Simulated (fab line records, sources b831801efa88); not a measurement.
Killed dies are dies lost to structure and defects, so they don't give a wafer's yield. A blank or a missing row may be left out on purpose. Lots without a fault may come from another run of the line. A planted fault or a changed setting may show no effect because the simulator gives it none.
Chamber matching | flow sky130 | SKY_POLY_CUT_ETCH_10 on rie_diel-03: 4 sister chambers
The step etches BARC in N2/H2, stops on SiO2, time 45.9 s, target depth 60 nm. 20 wafers are shown with their chamber, then 10 later ones without.

WAFERS WITH THEIR CHAMBER
wafer  | chamber | drypump_motor_current_A (A) | oes_product_au (a.u.) | throttle_valve_pct (%)
L459.1 | 3       | 6.4                         | 0.854                 | 13.215
L459.2 | 2       | 6.3                         | 0.855                 | 13.219
L459.5 | 0       | 5.8                         | 0.854                 | 13.232
L460.1 | 2       | 6.3                         | 0.852                 | 13.223
L460.2 | 0       | 5.8                         | 0.858                 | 13.239
L460.3 | 3       | 6.3                         | 0.853                 | 13.233
L462.3 | 2       | 6.3                         | 0.854                 | 13.229
L462.5 | 1       | 6.2                         | 0.849                 | 13.226
L462.6 | 2       | 6.3                         | 0.847                 | 13.240
L463.1 | 2       | 6.3                         | 0.857                 | 13.228
L463.3 | 1       | 6.2                         | 0.851                 | 13.239
L463.4 | 3       | 6.4                         | 0.850                 | 13.234
L471.1 | 0       | 5.8                         | 0.858                 | 13.233
L471.2 | 1       | 6.3                         | 0.852                 | 13.233
L471.6 | 3       | 6.3                         | 0.861                 | 13.225
L474.1 | 3       | 6.3                         | 0.853                 | 13.225
L474.4 | 0       | 5.9                         | 0.854                 | 13.207
L474.5 | 2       | 6.3                         | 0.851                 | 13.235
L475.1 | 0       | 5.9                         | 0.855                 | 13.243
L475.2 | 3       | 6.3                         | 0.858                 | 13.223

SIGNATURES (means of the wafers above)
reading                 | chamber 0 | chamber 1 | chamber 2 | chamber 3 | scatter within a chamber
drypump_motor_current_A | 5.840     | 6.233     | 6.300     | 6.333     | 0.0447
oes_product_au          | 0.85580   | 0.85067   | 0.85267   | 0.85483   | 0.00318
throttle_valve_pct      | 13.23080  | 13.23267  | 13.22900  | 13.22583  | 0.0094
Rule: a wafer's distance from a chamber is the root of the sum, over the readings, of the square of ((its reading less the chamber's mean) divided by the reading's scatter). The wafer belongs to the nearest chamber; if the next one is less than 2 further off, it can't be placed. The scatter: the root of (the sum of the squares of (reading less its chamber's mean) over the shown wafers, divided by (wafers less chambers)).

WAFERS WITHOUT THEIR CHAMBER
wafer  | drypump_motor_current_A (A) | oes_product_au (a.u.) | throttle_valve_pct (%)
L475.3 | 6.3                         | 0.864                 | 13.212
L478.2 | 6.3                         | 0.851                 | 13.223
L478.3 | 5.8                         | 0.857                 | 13.225
L478.6 | 5.8                         | 0.855                 | 13.223
L480.2 | 6.3                         | 0.857                 | 13.255
L480.3 | 6.2                         | 0.861                 | 13.215
L480.6 | 6.2                         | 0.851                 | 13.228
L482.2 | 6.4                         | 0.849                 | 13.230
L482.3 | 6.3                         | 0.857                 | 13.234
L482.5 | 6.2                         | 0.858                 | 13.235

WHICH CHAMBER EACH WENT THROUGH
wafer  | from the rows above          | in truth
L475.3 | can't be placed: 3 or 2 or 1 | 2
L478.2 | can't be placed: 2 or 3 or 1 | 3
L478.3 | 0                            | 0
L478.6 | 0                            | 0
L480.2 | can't be placed: 2 or 3 or 1 | 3
L480.3 | can't be placed: 3 or 2 or 1 | 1
L480.6 | can't be placed: 1 or 2      | 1
L482.2 | can't be placed: 3 or 2 or 1 | 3
L482.3 | can't be placed: 3 or 2 or 1 | 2
L482.5 | can't be placed: 1 or 2 or 3 | 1
Placed correctly: 2 of 10. Can't be placed from these rows: 8 (the true chamber is among the candidates in 8). Placed wrongly: 0.
